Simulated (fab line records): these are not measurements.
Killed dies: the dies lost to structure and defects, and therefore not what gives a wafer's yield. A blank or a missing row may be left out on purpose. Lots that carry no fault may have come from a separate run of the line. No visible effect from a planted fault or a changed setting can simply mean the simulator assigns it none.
Which tool was responsible? :: flow sfq line :: 14 lots, 42 wafers sampled, at 2 steps of a route of 325

WHAT EACH GAUGE READ, for each wafer
SFQ_M2_RS_MEAS_914: the measuring method here is four-point-probe. Usual: M2_NB_RS typically reads 0.885 ohm/sq, with standard deviation 0.0098.
lot: L944
measured: day 24 10:35
on: film metro-01
M2_NB_RS (ohm/sq): 0.883 0.876 0.891
flag: 

lot: L947
measured: day 25 22:15
on: film metro-01
M2_NB_RS (ohm/sq): 0.883 0.887 0.885
flag: 

lot: L948
measured: day 26 06:41
on: film metro-03
M2_NB_RS (ohm/sq): 0.889 0.880 0.882
flag: 

lot: L949
measured: day 27 07:14
on: film metro-03
M2_NB_RS (ohm/sq): 0.878 0.880 0.882
flag: 

lot: L950
measured: day 27 16:11
on: film metro-04
M2_NB_RS (ohm/sq): 0.908 0.903 0.908
flag: 

lot: L952
measured: day 30 07:20
on: film metro-04
M2_NB_RS (ohm/sq): 0.887 0.889 0.887
flag: 

lot: L953
measured: day 30 08:32
on: film metro-01
M2_NB_RS (ohm/sq): 0.887 0.891 0.878
flag: 

lot: L954
measured: day 30 09:43
on: film metro-04
M2_NB_RS (ohm/sq): 0.891 0.898 0.884
flag: 

lot: L955
measured: day 30 13:26
on: film metro-03
M2_NB_RS (ohm/sq): 0.879 0.872 0.882
flag: 

lot: L956
measured: day 31 01:19
on: film metro-04
M2_NB_RS (ohm/sq): 0.877 0.877 0.874
flag: 

lot: L964
measured: day 33 22:54
on: film metro-04
M2_NB_RS (ohm/sq): 0.889 0.898 0.878
flag: 

lot: L965
measured: day 34 01:12
on: film metro-04
M2_NB_RS (ohm/sq): 0.897 0.891 0.894
flag: 

lot: L966
measured: day 34 14:43
on: film metro-03
M2_NB_RS (ohm/sq): 0.884 0.886 0.895
flag: 

lot: L967
measured: day 35 05:55
on: film metro-04
M2_NB_RS (ohm/sq): 0.879 0.886 0.873
flag: 

SFQ_I2_OVL_MEAS_918. Usual: I2_OVL typically reads 2 nm, with standard deviation 4.6.
lot: L944
measured: day 37 14:11
on: overlay-02
I2_OVL (nm): -2 0 -3
flag: 

lot: L947
measured: day 39 03:31
on: overlay-01
I2_OVL (nm): 4 -1 10
flag: 

lot: L948
measured: day 39 11:57
on: overlay-02
I2_OVL (nm): 0 4 3
flag: 

lot: L949
measured: day 40 07:10
on: overlay-02
I2_OVL (nm): 0 2 3
flag: 

lot: L950
measured: day 40 13:09
on: overlay-02
I2_OVL (nm): -6 -3 -7
flag: 

lot: L952
measured: day 42 14:37
on: overlay-02
I2_OVL (nm): -4 -2 -7
flag: 

lot: L953
measured: day 42 15:49
on: overlay-02
I2_OVL (nm): 5 0 8
flag: 

lot: L954
measured: day 42 21:48
on: overlay-02
I2_OVL (nm): 12 7 11
flag: 

lot: L955
measured: day 43 00:12
on: overlay-02
I2_OVL (nm): 4 5 -1
flag: 

lot: L956
measured: day 43 11:00
on: overlay-01
I2_OVL (nm): 0 5 3
flag: 

lot: L964
measured: day 46 13:44
on: overlay-02
I2_OVL (nm): 5 3 6
flag: 

lot: L965
measured: day 46 17:20
on: overlay-02
I2_OVL (nm): 10 9 4
flag: 

lot: L966
measured: day 46 22:08
on: overlay-02
I2_OVL (nm): 0 3 0
flag: 

lot: L967
measured: day 47 07:44
on: overlay-01
I2_OVL (nm): -1 3 4
flag: 

TOOL THAT RAN EACH LOT (tool first, then ch and the chambers of the sampled wafers, then the start)
There is no process step in the record ahead of these readings.

AS READ BY THE TOOLS THEMSELVES (means over the sampled wafers that have a number; for cases with no such wafer, the mark the record gives instead)
The record holds no such reading with a usual standard deviation.

THE ANSWER, worked out from the rows above alone
Rule: a lot is off if the mean of its wafers that have a number lies more than 3 standard deviations from the usual mean. Also off: a lot with no number at a reading for which 4 or more lots have one. Any other lot the step has rows for is counted as sound. First the gauges in route order, then the tools' own readings, where a lot's mean is used as printed above. The first step at which some lot is off is used, and at that step the reading that is off furthest; a lot without a number counts as furthest.
No lot is off on any of the readings shown, so nothing can be concluded from this.

WHAT THE SIMULATOR PUT IN
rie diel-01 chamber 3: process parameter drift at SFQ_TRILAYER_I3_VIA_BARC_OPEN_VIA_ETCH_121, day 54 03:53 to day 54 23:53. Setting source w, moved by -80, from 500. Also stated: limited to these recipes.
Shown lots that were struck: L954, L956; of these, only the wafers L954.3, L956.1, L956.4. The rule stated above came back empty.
